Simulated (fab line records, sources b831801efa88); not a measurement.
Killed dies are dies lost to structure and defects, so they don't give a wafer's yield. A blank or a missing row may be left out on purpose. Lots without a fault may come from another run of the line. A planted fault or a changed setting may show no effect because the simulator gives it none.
Which tool did it? | flow gf180mcu | 13 lots, 39 wafers sampled, at 4 steps of a route of 602

WHAT THE GAUGES READ, wafer by wafer
GF_MVPSD_OVL_MEAS_07. Usual: MVPSD_OVL -0.6 nm, standard deviation 1.4.
lot  | measured     | on         | MVPSD_OVL (nm) | flag
L817 | day 5 07:32  | overlay-02 | 0.0 1.6 2.5    |
L818 | day 5 12:13  | overlay-01 | -0.5 -0.3 -2.1 |
L821 | day 6 07:22  | overlay-02 | 0.9 2.9 0.0    |
L822 | day 6 13:05  | overlay-01 | 0.3 -0.6 -1.3  |
L823 | day 6 16:48  | overlay-02 | -1.3 -1.0 -3.7 |
L824 | day 7 03:33  | overlay-02 | -0.7 -2.5 -2.6 |
L825 | day 7 10:07  | overlay-01 | -1.6 -3.0 -2.0 |
L826 | day 7 13:33  | overlay-02 | -2.3 0.2 1.7   |
L827 | day 7 20:23  | overlay-02 | -1.8 0.4 -1.1  |
L828 | day 8 02:37  | overlay-01 | -2.3 -2.3 -0.8 |
L829 | day 8 06:02  | overlay-01 | -0.4 -2.8 -1.7 |
L836 | day 10 00:38 | overlay-01 | 0.2 -1.7 -0.5  |
L838 | day 10 11:55 | overlay-02 | -1.3 -3.2 -1.8 |

GF_VT_IMPLANT_OVL_MEAS_07. Usual: VT_IMPLANT_OVL 0.8 nm, standard deviation 1.4.
lot  | measured     | on         | VT_IMPLANT_OVL (nm) | flag
L817 | day 5 22:02  | overlay-02 | 0.0 -2.4 0.8        |
L818 | day 6 03:08  | overlay-01 | 3.3 0.9 1.9         |
L821 | day 6 22:37  | overlay-02 | -0.3 2.1 0.5        |
L822 | day 7 04:44  | overlay-01 | 2.2 1.6 2.3         |
L823 | day 7 08:54  | overlay-01 | 0.0 -1.5 -0.7       |
L824 | day 7 19:25  | overlay-01 | 0.8 1.6 1.4         |
L825 | day 8 02:47  | overlay-02 | 0.8 -2.0 -0.2       |
L826 | day 8 05:40  | overlay-01 | 2.5 -0.2 -0.4       |
L827 | day 8 12:46  | overlay-01 | 1.4 2.8 3.9         |
L828 | day 8 18:38  | overlay-01 | -2.7 0.7 0.4        |
L829 | day 8 22:42  | overlay-02 | 3.1 3.1 3.2         |
L836 | day 10 18:52 | overlay-02 | 1.4 1.5 1.9         |
L838 | day 11 06:08 | overlay-01 | 0.8 1.1 0.4         |

WHICH TOOL RAN EACH LOT (tool, then ch and the chambers of the sampled wafers, then the start)
lot  | GF_STI_ETCH_14                  | GF_NWELL_STRIP_10
L817 | rie_si-01 ch 0,1,2, day 2 06:31 | plasma_asher-03 ch 0,1, day 3 14:12
L818 | rie_si-02 ch 0,3, day 2 11:56   | plasma_asher-04 ch 0,1, day 3 18:09
L821 | rie_si-02 ch 0,3, day 3 03:52   | plasma_asher-04 ch 0,1, day 4 12:45
L822 | rie_si-01 ch 0,2,3, day 3 08:18 | plasma_asher-04 ch 0,1, day 4 17:01
L823 | rie_si-01 ch 0,2,3, day 3 12:58 | plasma_asher-03 ch 0, day 4 20:14
L824 | rie_si-01 ch 1,2, day 3 20:58   | plasma_asher-03 ch 0,1, day 5 06:06
L825 | rie_si-01 ch 0,3, day 4 02:07   | plasma_asher-03 ch 0,1, day 5 12:22
L826 | rie_si-02 ch 0,1, day 4 05:31   | plasma_asher-03 ch 0,1, day 5 14:22
L827 | rie_si-02 ch 0,2,3, day 4 10:10 | plasma_asher-03 ch 0,1, day 5 21:06
L828 | rie_si-01 ch 1,3, day 4 15:40   | plasma_asher-04 ch 0,1, day 6 02:55
L829 | rie_si-01 ch 1,2,3, day 4 20:53 | plasma_asher-03 ch 0,1, day 6 06:32
L836 | rie_si-02 ch 0,1,2, day 6 07:43 | plasma_asher-03 ch 0,1, day 7 20:42
L838 | rie_si-01 ch 0,1,2, day 6 19:41 | plasma_asher-04 ch 0,1, day 8 08:44
- GF_STI_ETCH_14: etches Si in HBr/Cl2/O2, target depth 360 nm, time 102.9 s.
- GF_NWELL_STRIP_10: strips in O2/N2.

WHAT THE TOOLS THEMSELVES READ (means of the sampled wafers that have a number; where no wafer has one, the mark that the record gives instead)
GF_STI_ETCH_14. Usual: HBr_flow_sccm 149.9 sccm, standard deviation 0.45; bias_w 150.0 W, standard deviation 0.49; drypump_motor_current_A 5.81 A, standard deviation 0.2; oes_product_au 0.998 a.u., standard deviation 0.0094; throttle_valve_pct 25.657 %, standard deviation 0.011.
lot  | tool      | HBr_flow_sccm (sccm) | bias_w (W) | drypump_motor_current_A (A) | oes_product_au (a.u.) | throttle_valve_pct (%) | flag
L817 | rie_si-01 | 150.3                | 149.7      | 5.94                        | 0.999                 | 25.663                 |
L818 | rie_si-02 | 150.1                | 150.3      | 5.73                        | 1.002                 | 25.654                 |
L821 | rie_si-02 | 150.2                | 150.0      | 5.66                        | 0.993                 | 25.658                 |
L822 | rie_si-01 | 150.0                | 149.5      | 6.01                        | 0.991                 | 25.653                 |
L823 | rie_si-01 | 149.9                | 149.9      | 6.01                        | 1.002                 | 25.650                 |
L824 | rie_si-01 | 149.8                | 150.7      | 6.03                        | 1.007                 | 25.650                 |
L825 | rie_si-01 | 149.6                | 150.3      | 6.00                        | 0.994                 | 25.657                 |
L826 | rie_si-02 | 150.3                | 149.7      | 5.58                        | 0.997                 | 25.653                 |
L827 | rie_si-02 | 150.1                | 150.1      | 5.69                        | 0.996                 | 25.657                 |
L828 | rie_si-01 | 150.1                | 150.0      | 5.96                        | 0.994                 | 25.668                 |
L829 | rie_si-01 | 149.6                | 150.2      | 6.01                        | 1.000                 | 25.659                 |
L836 | rie_si-02 | 150.0                | 146.2      | 5.68                        | 0.988                 | 25.666                 | OFF
L838 | rie_si-01 | 150.2                | 150.0      | 5.95                        | 1.008                 | 25.654                 |

GF_NWELL_STRIP_10. Usual: drypump_motor_current_A 5.7 A, standard deviation 0.36; heater_power_w 338 W, standard deviation 39; oes_product_au 0.723 a.u., standard deviation 0.0046; strip_time_to_endpoint_s 36.92 s, standard deviation 0.12.
lot  | tool            | drypump_motor_current_A (A) | heater_power_w (W) | oes_product_au (a.u.) | strip_time_to_endpoint_s (s) | flag
L817 | plasma_asher-03 | 5.4                         | 333                | 0.721                 | 37.04                        |
L818 | plasma_asher-04 | 6.1                         | 327                | 0.725                 | 37.11                        |
L821 | plasma_asher-04 | 6.1                         | 332                | 0.721                 | 36.90                        |
L822 | plasma_asher-04 | 6.1                         | 327                | 0.723                 | 36.97                        |
L823 | plasma_asher-03 | 5.3                         | 319                | 0.721                 | 37.06                        |
L824 | plasma_asher-03 | 5.4                         | 355                | 0.724                 | 36.91                        |
L825 | plasma_asher-03 | 5.4                         | 333                | 0.727                 | 36.83                        |
L826 | plasma_asher-03 | 5.3                         | 332                | 0.725                 | 36.96                        |
L827 | plasma_asher-03 | 5.4                         | 352                | 0.722                 | 36.81                        |
L828 | plasma_asher-04 | 6.0                         | 347                | 0.722                 | 36.91                        |
L829 | plasma_asher-03 | 5.4                         | 357                | 0.728                 | 37.10                        |
L836 | plasma_asher-03 | 5.4                         | 353                | 0.730                 | 36.99                        |
L838 | plasma_asher-04 | 6.0                         | 350                | 0.721                 | 37.06                        |

THE ANSWER, worked out from the rows above alone
Rule: a lot is off if the mean of its wafers that have a number lies more than 3 standard deviations from the usual mean. A lot without any number at a reading at which 4 lots or more have one is off too. The other lots that the step has rows for count as sound. The gauges are gone through in route order, then the tools' own readings, and for those a lot's mean is taken as printed above. The first step at which some lot is off is used, and at that step the reading that is off furthest; a lot without a number counts as furthest.
Off: L836, at GF_STI_ETCH_14 (bias_w).
A tool fits if, at that step or a process step before it, it ran every lot that is off, and no sound lot after the first of them. One fits: rie_si-02 at GF_STI_ETCH_14. Its last sound lot is L827 (day 4 10:10), its first lot that is off L836 (day 6 07:43): a fault that began between those two fits.
The tool's own readings at GF_STI_ETCH_14 bear it out: on the lots that are off they differ by more than 5 times the standard deviation of the sound lots' means. bias_w reads 146.2 W there against 150.0 W on the sound lots.

WHAT THE SIMULATOR HAD PUT IN
Process parameter drift: rie_si-02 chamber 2, from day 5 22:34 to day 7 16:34, at GF_STI_ETCH_14. Setting bias_w, moved by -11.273, from 150. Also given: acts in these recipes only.
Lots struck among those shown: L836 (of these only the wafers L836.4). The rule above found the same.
